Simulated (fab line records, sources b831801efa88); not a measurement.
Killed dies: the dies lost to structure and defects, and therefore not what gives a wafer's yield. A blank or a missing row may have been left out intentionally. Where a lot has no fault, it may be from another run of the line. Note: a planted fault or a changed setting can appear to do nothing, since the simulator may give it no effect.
Which tool is to blame?	flow gf180mcu	39 wafers from 13 lots sampled at 6 of the route's 602 steps

== WHAT THE GAUGES SHOWED, per wafer ==
GF_MVSD_TW_MEAS_11. Usual: for MVSD_TW the level is 1572 and the standard deviation is 15.
lot	measured	on	MVSD_TW	flag
L997	day 4 17:43	film-metro-02	1564 1576 1562	
L998	day 4 21:52	film-metro-03	1594 1591 1583	
L100	day 5 08:41	film-metro-04	1548 1557 1549	
L101	day 5 14:51	film-metro-03	1574 1571 1572	
L102	day 5 20:44	film-metro-04	1553 1553 1547	
L103	day 6 03:16	film-metro-04	1561 1556 1553	
L104	day 6 15:32	film-metro-02	1563 1563 1567	
L105	day 6 21:38	film-metro-04	1555 1558 1559	
L106	day 7 01:47	film-metro-03	1587 1581 1584	
L107	day 7 07:30	film-metro-03	1582 1583 1580	
L113	day 8 14:23	film-metro-03	1587 1578 1578	
L116	day 9 06:05	film-metro-02	1585 1583 1584	
L117	day 9 12:55	film-metro-02	1590 1594 1581	

GF_MVPSD_TW_MEAS_11. Usual: for MVPSD_TW the level is 551 and the standard deviation is 4.9.
lot	measured	on	MVPSD_TW	flag
L997	day 5 07:44	film-metro-04	548 543 545	
L998	day 5 11:56	film-metro-03	552 550 552	
L100	day 5 23:23	film-metro-04	544 544 545	
L101	day 6 06:09	film-metro-03	556 554 555	
L102	day 6 12:47	film-metro-02	550 547 550	
L103	day 6 19:11	film-metro-02	549 548 547	
L104	day 7 07:08	film-metro-02	550 554 552	
L105	day 7 14:05	film-metro-03	549 551 554	
L106	day 7 17:44	film-metro-03	556 554 555	
L107	day 7 23:31	film-metro-02	430 427 428	OFF
L113	day 9 07:27	film-metro-04	427 426 422	OFF
L116	day 10 00:05	film-metro-03	557 554 556	
L117	day 10 06:41	film-metro-03	556 555 554	

GF_VT_IMPLANT_TW_MEAS_32. Usual: for VT_IMPLANT_3_TW the level is 268.0 and the standard deviation is 2.2.
lot	measured	on	VT_IMPLANT_3_TW	flag
L997	day 7 05:47	film-metro-03	269.6 270.1 269.6	
L998	day 7 09:20	film-metro-01	264.7 265.6 265.4	
L100	day 7 22:26	film-metro-01	267.8 266.9 265.8	
L101	day 8 05:24	film-metro-03	268.4 268.5 269.7	
L102	day 8 11:56	film-metro-04	264.2 263.4 263.1	
L103	day 8 19:27	film-metro-01	267.8 267.3 268.5	
L104	day 9 08:56	film-metro-01	268.1 266.7 267.6	
L105	day 9 16:29	film-metro-03	270.5 270.2 268.9	
L106	day 9 18:52	film-metro-03	270.7 268.8 271.0	
L107	day 10 03:40	film-metro-01	267.0 266.8 267.5	
L113	day 11 11:45	film-metro-04	266.4 266.6 264.5	
L116	day 12 05:43	film-metro-03	269.6 269.4 268.9	
L117	day 12 13:08	film-metro-01	266.9 265.8 267.0	

GF_VT_IMPLANT_RS_MEAS_47: measurement is done with a four-point probe. Usual: for NWELL_RS the level is 488.8 ohm/sq and the standard deviation is 1.5.
lot	measured	on	NWELL_RS (ohm/sq)	flag
L997	day 7 22:31	film-metro-04	488.2 488.9 487.8	
L998	day 8 01:49	film-metro-03	489.7 489.3 490.3	
L100	day 8 15:28	film-metro-04	486.4 486.9 487.6	
L101	day 8 21:58	film-metro-03	490.8 490.2 489.9	
L102	day 9 05:26	film-metro-04	486.7 485.9 488.5	
L103	day 9 12:04	film-metro-02	487.2 487.1 486.9	
L104	day 10 03:23	film-metro-03	489.4 488.2 491.1	
L105	day 10 10:40	film-metro-03	490.8 488.9 490.2	
L106	day 10 12:52	film-metro-04	488.8 488.5 487.8	
L107	day 10 20:40	film-metro-03	490.9 489.3 489.1	
L113	day 12 06:45	film-metro-02	488.6 489.0 486.6	
L116	day 13 00:44	film-metro-03	487.7 490.0 489.6	
L117	day 13 08:13	film-metro-02	488.0 486.9 488.6	

GF_VT_IMPLANT_RS_MEAS_49: measurement is done with a four-point probe. Usual: for MVPSD_RS the level is 1171 ohm/sq and the standard deviation is 4.3.
lot	measured	on	MVPSD_RS (ohm/sq)	flag
L997	day 7 22:46	film-metro-04	1168 1165 1163	
L998	day 8 02:03	film-metro-03	1171 1176 1175	
L100	day 8 15:42	film-metro-04	1172 1168 1170	
L101	day 8 22:13	film-metro-03	1173 1179 1178	
L102	day 9 05:40	film-metro-04	1170 1176 1173	
L103	day 9 12:18	film-metro-02	1171 1169 1171	
L104	day 10 03:37	film-metro-03	1176 1174 1173	
L105	day 10 10:54	film-metro-03	1178 1176 1175	
L106	day 10 13:06	film-metro-04	1169 1170 1170	
L107	day 10 20:55	film-metro-03	1966 1970 1961	OFF
L113	day 12 06:59	film-metro-02	1943 1951 1963	OFF
L116	day 13 00:58	film-metro-03	1176 1176 1176	
L117	day 13 08:27	film-metro-02	1168 1171 1168	

== WHAT TOOL EACH LOT RAN ON (gives the tool, then ch and the chambers of the sampled wafers, and finally the start) ==
lot	GF_MVPSD_IMPLANT_08
L997	implanter-01 ch 0, day 5 07:20
L998	implanter-01 ch 0, day 5 11:32
L100	implanter-04 ch 0, day 5 22:59
L101	implanter-03 ch 0, day 6 05:47
L102	implanter-04 ch 0, day 6 12:24
L103	implanter-03 ch 0, day 6 18:47
L104	implanter-03 ch 0, day 7 06:44
L105	implanter-04 ch 0, day 7 13:41
L106	implanter-01 ch 0, day 7 17:20
L107	implanter-03 ch 0, day 7 23:10
L113	implanter-03 ch 0, day 9 07:05
L116	implanter-04 ch 0, day 9 23:42
L117	implanter-04 ch 0, day 10 06:17
- GF_MVPSD_IMPLANT_08

== AS READ BY THE TOOLS THEMSELVES (means over the sampled wafers that have a number; for cases with no such wafer, the mark the record gives instead) ==
GF_MVPSD_IMPLANT_08. Usual: beam-energy-keV 170.00, standard deviation 0.057; dose-ions-cm2 1.4997e+13, standard deviation 1.6e+10; faraday-current-uA 84.6, standard deviation 1.7.
lot	tool	beam-energy-keV	dose-ions-cm2	faraday-current-uA	flag
L997	implanter-01	170.01	1.4996e+13	84.3	
L998	implanter-01	170.00	1.5022e+13	84.9	
L100	implanter-04	170.01	1.5007e+13	85.2	
L101	implanter-03	170.00	1.4988e+13	85.9	
L102	implanter-04	169.95	1.4993e+13	83.1	
L103	implanter-03	169.98	1.4984e+13	83.3	
L104	implanter-03	169.96	1.4981e+13	83.5	
L105	implanter-04	170.01	1.4985e+13	82.9	
L106	implanter-01	170.10	1.4992e+13	85.7	
L107	implanter-03	170.06	5.0257e+12	28.7	OFF
L113	implanter-03	170.00	5.0640e+12	28.2	OFF
L116	implanter-04	169.94	1.5015e+13	85.1	
L117	implanter-04	170.05	1.5016e+13	82.8	

== THE ANSWER, worked out from the rows above alone ==
Rule: take the mean of a lot's wafers that have a number; if it is more than 3 standard deviations from the usual mean, the lot is off. Also off: a lot with no number at a reading for which 4 or more lots have one. Any other lot the step has rows for is counted as sound. The gauges are gone through in route order, then the tools' own readings, and for those a lot's mean is taken as printed above. The first step at which some lot is off is used, and at that step the reading that is off furthest; a lot without a number counts as furthest.
Off: L107, L113, seen at GF_MVPSD_TW_MEAS_11 (MVPSD_TW).
If a tool, at a process step before that reading, ran all the lots that are off and no sound lot after the first of them, it fits. The gauges at GF_MVPSD_TW_MEAS_11 aren't tried: what is off there is off at GF_MVPSD_IMPLANT_08 too, on other tools, and a gauge's error can't cause that. One fits: implanter-03 at GF_MVPSD_IMPLANT_08. Its last sound lot is L104 (day 7 06:44), its first lot that is off L107 (day 7 23:10): a fault that began between those two fits.
The tool's own readings at GF_MVPSD_IMPLANT_08 bear it out: on the lots that are off they differ by more than 5 times the standard deviation of the sound lots' means. dose-ions-cm2 reads 5.0448e+12 there against 1.4998e+13 on the sound lots; faraday-current-uA reads 28.4 there against 84.2 on the sound lots.

== WHAT THE SIMULATOR HAD PUT IN ==
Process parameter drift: implanter-03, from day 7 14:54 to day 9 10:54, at GF_MVPSD_IMPLANT_08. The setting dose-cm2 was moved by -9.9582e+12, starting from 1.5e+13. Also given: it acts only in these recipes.
Struck lots among those shown: L107, L113. The rule above reached the same finding.
